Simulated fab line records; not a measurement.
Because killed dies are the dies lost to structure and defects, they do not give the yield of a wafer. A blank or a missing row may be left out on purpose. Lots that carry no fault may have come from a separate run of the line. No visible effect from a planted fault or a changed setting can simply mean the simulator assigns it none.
A lot that was struck, set against a sound lot | flow gf180mcu | 15 out of 602 route steps
Sound: the wafers L450.1, L450.2, L450.6. Struck: wafers L469.3, L469.5. (L469.2 of the same lot was not struck and is left out.) The cause comes at the end.
Order at every step that has rows: each side's tool, ch and its chambers, its first start. Under that, the readings that differ: sound wafers | struck wafers | difference of the means | sigmas: that difference in standard deviations of wafers without a fault.
alike: readings whose means differ by less than 2 such deviations, and words and numbers that are the same on both sides. not compared: withheld readings, readings that some wafer has no value for, bounds like >300 that may hide the same value, and numbers for which the record gives no deviation and whose values overlap.
The two part at a step that has a row with sigmas, a row that says differs or no value, or rows on one side only. Non-overlapping numbers with no deviation appear without sigmas and do not part them. A reading that every wafer of one side lacks parts them only if that side has two wafers or more.

GF_HV_LDD_CD_MEAS_46: the cd target is 400 nm.
  sound on cd-sem-02, day 12 10:49; struck on cd-sem-01, day 18 20:28
  alike: cd-nm
GF_HV_LDD_OVL_MEAS_47:
  sound on overlay-02, day 12 10:56; struck on overlay-01, day 18 20:35
  alike: HV_LDD_03_OVL
then, 1 step without rows for these wafers: GF_HV_LDD_IMPLANT_48.
GF_HV_LDD_STRIP_49: strips in O2/N2.
  sound on plasma-asher-03 ch 0,1, day 12 11:07; struck on plasma-asher-02 ch 1, day 18 20:46
  reading                     | sound          | struck    | difference | sigmas
  drypump-motor-current-A (A) | 5.08 5.22 5.22 | 5.75 5.73 | +0.57      | +2
  heater-power-w (W)          | 353 338 313    | 418 423   | +86        | +2
  alike: oes-product-au, strip-time-to-endpoint-s
  not compared: rf-hours-counter-h
GF_HV_LDD_TW_MEAS_50:
  sound on film-metro-03, day 12 11:13; struck on film-metro-03, day 18 20:52
  alike: HV_LDD_4_TW
then, 1 step without rows for these wafers: GF_HV_LDD_CLEAN_51 (cleans in SC1/SC2, time 150 s).
GF_HV_LDD_RTA_52: time 10 s.
  sound on rtp-anneal-02 ch 0, day 12 11:20; struck on rtp-anneal-01 ch 0, day 18 20:59
  reading            | sound    | struck | difference | sigmas
  lamp-power-pct (%) | 28 28 28 | 38 38  | +10        | +2
  alike: anneal-temp-c-max, wafer_temp_C_max
GF_HV_LDD_RS_MEAS_53: a four-point-probe measurement.
  sound on film-metro-01, day 12 11:24; struck on film-metro-03, day 18 21:03
  alike: HV_LDD_RS
then, 1 step without rows for these wafers: GF_HV_LDD_CVD_54 (deposits SiO2 from TEOS, target thk 10 nm, time 75 s).
GF_HV_LDD_THK_MEAS_55:
  sound on film-metro-04, day 12 12:33; struck on film-metro-01, day 18 22:11
  alike: HV_LDD_CVD_54_THK
then, 1 step without rows for these wafers: GF_HV_LDD_CVD_56 (deposits Si3N4 from DCS/NH3, target thk 90 nm, time 1543 s).
GF_HV_LDD_THK_MEAS_57:
  sound on film-metro-04, day 12 14:02; struck on film-metro-03, day 18 23:40
  reading                | sound          | struck    | difference | sigmas
  HV_LDD_CVD_56_THK (nm) | 88.9 89.0 89.6 | 91.5 91.5 | +2.3       | +2
GF_HV_LDD_ETCHBACK_58: etches Si3N4 in CH3F/O2, stops on SiO2, time 100 s, target depth 90 nm.
  sound on rie-diel-01 ch 1,2,3, day 12 14:05; struck on rie-diel-03 ch 1, day 18 23:43
  reading               | sound             | struck      | difference | sigmas
  bias-w (W)            | 79.99 80.27 80.24 | 73.73 73.89 | -6.36      | -30
  oes-product-au (a.u.) | 0.838 0.835 0.834 | 0.849 0.860 | +0.019     | +3
  alike: drypump-motor-current-A, throttle-valve-pct
  not compared: rf-hours-counter-h
then, 1 step without rows for these wafers: GF_NSD_DEHYDRATE_00 (time 60 s).
-- the record jumps here: 15 days lie between the struck wafers' starts before and after (it left off in module NSD and takes up again in module PASSIVATION, whose first step shown is number 602 of the route) --
GF_PASSIVATION_PROBE_99:
  record: rows for the struck wafers here (prober-01, day 34 03:04), none for the sound ones

## WHERE THEY PART
Earliest at GF_HV_LDD_STRIP_49; latest, in this record, at GF_PASSIVATION_PROBE_99.

WHY: what the simulator had put in
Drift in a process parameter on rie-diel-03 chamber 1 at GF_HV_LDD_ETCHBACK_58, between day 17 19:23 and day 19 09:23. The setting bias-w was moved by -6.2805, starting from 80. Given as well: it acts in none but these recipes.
